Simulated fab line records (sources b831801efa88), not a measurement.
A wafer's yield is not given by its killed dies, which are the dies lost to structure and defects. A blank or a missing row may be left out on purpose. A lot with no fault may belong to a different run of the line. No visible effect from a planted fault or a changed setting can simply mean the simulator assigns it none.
The tool behind it: which one?	flow gf180mcu	15 lots, 45 wafers sampled, at 4 steps of a route of 602

WHAT EACH GAUGE READ, for each wafer
GF_NSD_OVL_MEAS_08.
lot	measured	on	NSD_OVL (nm)
L367	day 13 05:36	overlay-02	-4.5 -2.8 -3.6
L368	day 13 12:51	overlay-02	-0.9 -2.0 -2.4
L369	day 14 01:08	overlay-01	0.5 1.6 -0.9
L371	day 14 17:57	overlay-01	0.3 -0.5 -1.1
L372	day 15 00:01	overlay-02	0.5 -0.4 0.8
L374	day 15 23:31	overlay-01	-1.7 0.4 0.1
L375	day 15 23:41	overlay-02	-1.6 -0.4 -0.6
L376	day 16 15:56	overlay-02	-1.0 -0.9 -1.2
L377	day 16 23:32	overlay-02	-2.9 -0.9 -1.9
L378	day 17 01:57	overlay-02	-0.5 -1.0 -1.9
L381	day 18 07:56	overlay-01	-0.2 0.3 0.1
L382	day 18 14:28	overlay-02	0.3 0.6 0.6
L383	day 19 05:55	overlay-02	-1.3 -1.8 -1.1
L389	day 20 23:14	overlay-02	-2.2 -2.2 -1.0
L390	day 21 05:17	overlay-01	-1.5 -2.6 -2.6

GF_SALICIDE_RS_MEAS_04: measures by four-point-probe.
lot	measured	on	SALICIDE_TIN_RS (ohm/sq)
L367	day 15 00:02	film-metro-02	16.06 16.31 16.59
L368	day 15 07:17	film-metro-01	16.39 16.11 16.07
L369	day 15 22:01	film-metro-02	16.71 16.16 16.62
L371	day 16 14:49	film-metro-03	16.23 16.31 16.08
L372	day 16 22:12	film-metro-01	16.56 16.41 16.57
L374	day 17 22:34	film-metro-02	15.99 16.05 15.96
L375	day 17 23:03	film-metro-03	16.07 16.15 16.07
L376	day 18 15:33	film-metro-01	16.03 16.22 16.06
L377	day 19 00:58	film-metro-02	16.22 16.44 16.26
L378	day 19 02:04	film-metro-02	16.19 16.18 16.15
L389	day 22 23:29	film-metro-02	16.10 16.14 16.28
L390	day 23 05:34	film-metro-02	15.99 16.24 15.99

WHAT TOOL EACH LOT RAN ON (gives the tool, then ch and the chambers of the sampled wafers, and finally the start)
lot	GF_SAB_DEVELOP_08	GF_SALICIDE_SPUTTER_03
L367	litho-track-03 ch 0, day 14 23:19	pvd-sputter-03, day 15 00:01
L368	litho-track-02 ch 0, day 15 06:31	pvd-sputter-01, day 15 07:16
L369	litho-track-02 ch 0, day 15 21:19	pvd-sputter-01, day 15 21:59
L371	litho-track-02 ch 0, day 16 14:07	pvd-sputter-02, day 16 14:47
L372	litho-track-03 ch 0, day 16 21:30	pvd-sputter-03, day 16 22:10
L374	litho-track-03 ch 0, day 17 21:52	pvd-sputter-01, day 17 22:31
L375	litho-track-02 ch 0, day 17 22:20	pvd-sputter-02, day 17 23:01
L376	litho-track-01 ch 0, day 18 14:49	pvd-sputter-02, day 18 15:30
L377	litho-track-01 ch 0, day 19 00:16	pvd-sputter-01, day 19 00:55
L378	litho-track-03 ch 0, day 19 01:22	pvd-sputter-03, day 19 02:03
L381	litho-track-03, day 20 08:25	-
L382	litho-track-01, day 20 14:59	-
L383	litho-track-01, day 21 07:19	-
L389	litho-track-03 ch 0, day 22 22:48	pvd-sputter-01, day 22 23:26
L390	litho-track-02 ch 0, day 23 04:52	pvd-sputter-03, day 23 05:33
- GF_SAB_DEVELOP_08: develop time 60 s.
- GF_SALICIDE_SPUTTER_03: material TiN, target thk 20 nm, time 16.7 s.

WHAT THE TOOLS THEMSELVES READ (means of the sampled wafers that have a number; where no wafer has one, the mark that the record gives instead)
GF_SAB_DEVELOP_08.
lot	tool	chill-plate-temp-C (C)
L367	litho-track-03	23.04
L368	litho-track-02	23.00
L369	litho-track-02	22.92
L371	litho-track-02	22.94
L372	litho-track-03	23.11
L374	litho-track-03	22.91
L375	litho-track-02	22.99
L376	litho-track-01	23.01
L377	litho-track-01	23.01
L378	litho-track-03	23.03
L381	litho-track-03	-
L382	litho-track-01	-
L383	litho-track-01	-
L389	litho-track-03	23.04
L390	litho-track-02	22.99

GF_SALICIDE_SPUTTER_03.
lot	tool	chamber-pressure-pa (Pa)	throttle-valve-pct (%)
L367	pvd-sputter-03	0.4001	30.5
L368	pvd-sputter-01	0.3993	30.0
L369	pvd-sputter-01	0.4005	29.9
L371	pvd-sputter-02	0.4004	29.6
L372	pvd-sputter-03	0.4005	29.8
L374	pvd-sputter-01	0.4000	30.3
L375	pvd-sputter-02	0.4001	30.0
L376	pvd-sputter-02	0.3992	30.0
L377	pvd-sputter-01	0.4000	30.2
L378	pvd-sputter-03	0.4006	29.8
L389	pvd-sputter-01	0.3999	29.9
L390	pvd-sputter-03	0.3999	31.4

THE ANSWER, worked out from the rows above alone
Rule: what is usual is taken from the lots themselves. Put in order of their means at a reading, lots are off if they are a third of the lots or fewer, leave a main group of 4 or more, and stand apart from it by a gap of 3 or more times the standard deviation of the main group's means; of several such gaps the widest counts. If all means in a main group match to the digits the tables above print for the reading, that group is not used. Also off: a lot with no number at a reading for which 4 or more lots have one. Any other lot the step has rows for is counted as sound. First the gauges in route order, then the tools' own readings, where a lot's mean is used as printed above. At the first step where some lot is off, the reading lying furthest off is the one used; lots without a number count as furthest.
Off, at GF_SAB_DEVELOP_08 on chill-plate-temp-C: L381, L382, L383. Without a number there: L381, L382, L383. The main group: mean 23.00 C, standard deviation 0.054.
A tool fits if, at that step or a process step before it, it ran every lot that is off, and no sound lot after the first of them. Of those tried, none fits.

WHAT THE SIMULATOR PUT IN
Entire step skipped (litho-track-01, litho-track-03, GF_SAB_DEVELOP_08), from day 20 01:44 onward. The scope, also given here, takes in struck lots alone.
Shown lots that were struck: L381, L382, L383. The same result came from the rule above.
